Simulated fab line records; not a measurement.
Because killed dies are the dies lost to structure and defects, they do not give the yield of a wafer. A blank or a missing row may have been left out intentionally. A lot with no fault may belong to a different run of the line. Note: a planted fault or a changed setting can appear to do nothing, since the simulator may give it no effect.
Which tool was responsible? :: flow gf180mcu :: route of 602 steps, sampled at 1 step: 7 lots, 21 wafers

== WHAT THE GAUGES SHOWED, per wafer ==
GF_V1_THK_MEAS_25: measures by xrf.
lot: L234
measured: day 19 04:31
on: film-metro-02
V1_W_THK (nm): 338 336 349

lot: L236
measured: day 19 21:55
on: film-metro-03
V1_W_THK (nm): 329 340 333

lot: L239
measured: day 21 00:46
on: film-metro-02
V1_W_THK (nm): 356 355 357

lot: L247
measured: day 23 21:51
on: film-metro-02
V1_W_THK (nm): 347 344 360

lot: L251
measured: day 25 07:41
on: film-metro-04
V1_W_THK (nm): 353 337 350

lot: L253
measured: day 25 16:11
on: film-metro-02
V1_W_THK (nm): 349 347 352

lot: L255
measured: day 26 07:20
on: film-metro-03
V1_W_THK (nm): 348 334 344

== EACH LOT AND THE TOOL THAT RAN IT (in order: tool; ch and the chambers of the sampled wafers; start) ==
No process step before these readings appears in the record.

== THE ANSWER, worked out from the rows above alone ==
Rule: the usual values come from the lots themselves. Put in order of their means at a reading, lots are off if they are a third of the lots or fewer, leave a main group of 4 or more, and stand apart from it by a gap of 3 or more times the standard deviation of the main group's means; of several such gaps the widest counts. If all means in a main group match to the digits the tables above print for the reading, that group is not used. Also off: a lot with no number at a reading for which 4 or more lots have one. Where the step has rows for the other lots, those lots are counted as sound.
No lot is off on any of the readings shown, so nothing can be concluded from this.

== WHAT HAD BEEN PUT IN BY THE SIMULATOR ==
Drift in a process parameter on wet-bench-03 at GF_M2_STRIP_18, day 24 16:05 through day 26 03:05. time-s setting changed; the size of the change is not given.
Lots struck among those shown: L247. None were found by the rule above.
